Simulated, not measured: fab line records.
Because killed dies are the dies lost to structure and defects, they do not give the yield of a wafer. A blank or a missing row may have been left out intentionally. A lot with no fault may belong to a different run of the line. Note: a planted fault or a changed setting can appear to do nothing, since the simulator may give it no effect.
Which tool is to blame? -- flow gf180mcu -- route of 602 steps, sampled at 1 step: 6 lots, 18 wafers

WHAT EACH GAUGE READ, for each wafer
GF_MIM_RS_MEAS_10: measurement is done with a four-point probe.
lot,measured,on,MIM_ALCU_RS (ohm/sq)
L216,day 25 03:00,film metro-01,0.1614 0.1604 0.1624
L218,day 25 22:04,film metro-01,0.1640 0.1618 0.1632
L220,day 26 12:35,film metro-03,0.1602 0.1606 0.1616
L224,day 28 02:42,film metro-03,0.1605 0.1602 0.1598
L228,day 29 01:24,film metro-01,0.1641 0.1625 0.1639
L235,day 31 02:47,film metro-03,0.1581 0.1575 0.1592

WHAT TOOL EACH LOT RAN ON (gives the tool, then ch and the chambers of the sampled wafers, and finally the start)
There is no process step in the record ahead of these readings.

THE ANSWER, worked out from the rows above alone
Rule: what is usual is taken from the lots themselves. Put in order of their means at a reading, lots are off if they are a third of the lots or fewer, leave a main group of 4 or more, and stand apart from it by a gap of 3 or more times the standard deviation of the main group's means; of several such gaps the widest counts. A main group whose means are all the same, to the digits that the tables above print for the reading, isn't used. Also off: a lot with no number at a reading for which 4 or more lots have one. All remaining lots with rows at the step are treated as sound.
No lot is off at any reading shown: from this, nothing can be told.

WHAT THE SIMULATOR HAD PUT IN
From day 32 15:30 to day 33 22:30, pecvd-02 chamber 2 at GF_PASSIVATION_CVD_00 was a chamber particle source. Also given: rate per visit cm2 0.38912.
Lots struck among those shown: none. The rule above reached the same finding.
